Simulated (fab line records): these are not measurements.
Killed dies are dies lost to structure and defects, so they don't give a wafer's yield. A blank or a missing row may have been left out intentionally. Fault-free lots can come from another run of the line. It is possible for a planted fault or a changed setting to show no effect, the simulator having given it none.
Matching of chambers -- flow sky130 -- SKY_VIA3_HDPCVD_00 on hdpcvd-01 has 3 sister chambers
The step deposits SiO2, target thk 1635 nm, time 272.5 s. 3 wafers are shown with their chamber, then 7 later ones without.

## EACH WAFER AND ITS CHAMBER
wafer,chamber,run-length-s (s)
L334.5,1,300.7
L335.2,0,299.0
L335.5,2,300.0

## WAFERS WITHOUT THEIR CHAMBER
wafer,run-length-s (s)
L335.6,301.1
L336.2,301.4
L336.3,300.3
L336.6,301.0
L340.1,299.0
L340.3,300.2
L340.5,299.4

## WHICH CHAMBER EACH ONE RAN IN
wafer,from the rows above,in truth
L335.6,can't be placed: 1 or 2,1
L336.2,can't be placed: 1 or 2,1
L336.3,can't be placed: 2 or 1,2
L336.6,can't be placed: 1 or 2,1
L340.1,0,0
L340.3,can't be placed: 2 or 1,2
L340.5,can't be placed: 0 or 2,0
1 of 7 placed correctly. Unplaceable from these rows: 6, with the true chamber sitting among the candidates in 6. Wrongly placed: 0.
How it was worked out, from the rows above alone: a wafer's distance from a chamber is the root of the sum, over the readings, of the square of ((its reading less the chamber's mean) divided by the reading's scatter). If the next closest chamber is less than 2 further off than the closest, the wafer can't be placed; otherwise it belongs to the closest. For every chamber, the mean is computed from those of its wafers that are shown. The scatter: root of mean squared gap, hidden wafer to nearest shown wafer, with one shown wafer a chamber.
